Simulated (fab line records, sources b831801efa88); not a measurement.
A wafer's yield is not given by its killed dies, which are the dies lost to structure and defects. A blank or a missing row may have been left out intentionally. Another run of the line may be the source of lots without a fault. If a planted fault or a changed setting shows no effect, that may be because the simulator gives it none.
A struck lot beside a sound one || flow sky130 || 14 out of 708 route steps
Sound: wafers L497.4, L497.5, L497.6. Wafers struck: L491.1, L491.3, L491.5. Last of all comes the cause.
At each step with rows: each side's tool, then ch and its chambers, then its first start. Under that, the readings that differ: sound wafers || struck wafers || difference of the means || sigmas: that difference in standard deviations of wafers without a fault.
alike: words and numbers the same on both sides, and readings whose means are apart by under 2 such deviations; not compared: readings that were withheld, readings missing a value for some wafer, numbers with overlapping values and no deviation given by the record, and bounds like >300 which may hide the same value.
The two part at a step that has a row with sigmas, a row that says differs or no value, or rows on one side only. Numbers that don't overlap but have no deviation are shown without sigmas and don't part them. A reading that every wafer of one side lacks parts them only if that side has two wafers or more.

first, 1 step without rows for these wafers: SKY_CAP2M_DEVELOP_11 (develop time 60 s).
SKY_CAP2M_OVL_MEAS_12:
  sound on overlay-02, day 45 07:11; struck on overlay-01, day 44 00:58
{"reading": "CAP2M_OVL (nm)", "sound": "2.9 2.6 2.9", "struck": "-1.5 -0.9 -0.7", "difference": -3.8, "sigmas": -3}
SKY_CAP2M_METAL_ETCH_13: etches TiN in Cl2/BCl3, stops on SiO2, target depth 220 nm, time 62.9 s.
  sound on rie metal-02 ch 0, day 45 07:17; struck on rie metal-03 ch 0,1, day 44 00:59
  alike: bcl3 flow sccm, drypump motor current A, mfc cl2 sccm, oes product au, throttle valve pct
  not compared: rf hours counter h
SKY_CAP2M_STRIP_14: strips in O2/N2.
  sound on plasma asher-02 ch 0,1, day 45 07:23; struck on plasma asher-02 ch 1, day 44 01:04
  alike: drypump motor current A, oes product au, strip time to endpoint s
  not compared: rf hours counter h
then, 8 steps without rows for these wafers: SKY_CAP2M_STRIP_15 (strips in post etch residue remover, time 1200 s); SKY_CAP2M_CLEAN_16 (cleans in IPA, time 180 s); SKY_CAP2M_CLEAN_17 (cleans in O3/DIW); SKY_METAL4_DEHYDRATE_05 (time 60 s); SKY_METAL4_HMDS_06 (prime time 60 s); SKY_METAL4_COAT_07 (resist thk 60 nm); SKY_METAL4_COAT_08 (resist thk 1140 nm); SKY_METAL4_SOFTBAKE_09 (time 90 s).
SKY_METAL4_EXPOSE_10: exposes mask MM4, target cd 300 nm.
  sound on krf scanner-01 ch 0, day 45 17:55; struck on krf scanner-02, day 44 13:44
  no value came back on the struck wafers for exposure dose mJ cm2, focus offset nm (nm), reticle temp C (C), sigma outer; on the sound wafers exposure dose mJ cm2 reads 27.990 27.994 28.017
  alike: mask
after that, 1 step had no rows for these wafers: SKY_METAL4_PEB_11.

== WHERE THEY PART ==
Earliest at SKY_CAP2M_OVL_MEAS_12; latest, in this record, at SKY_METAL4_EXPOSE_10.

WHY: what had been put in by the simulator
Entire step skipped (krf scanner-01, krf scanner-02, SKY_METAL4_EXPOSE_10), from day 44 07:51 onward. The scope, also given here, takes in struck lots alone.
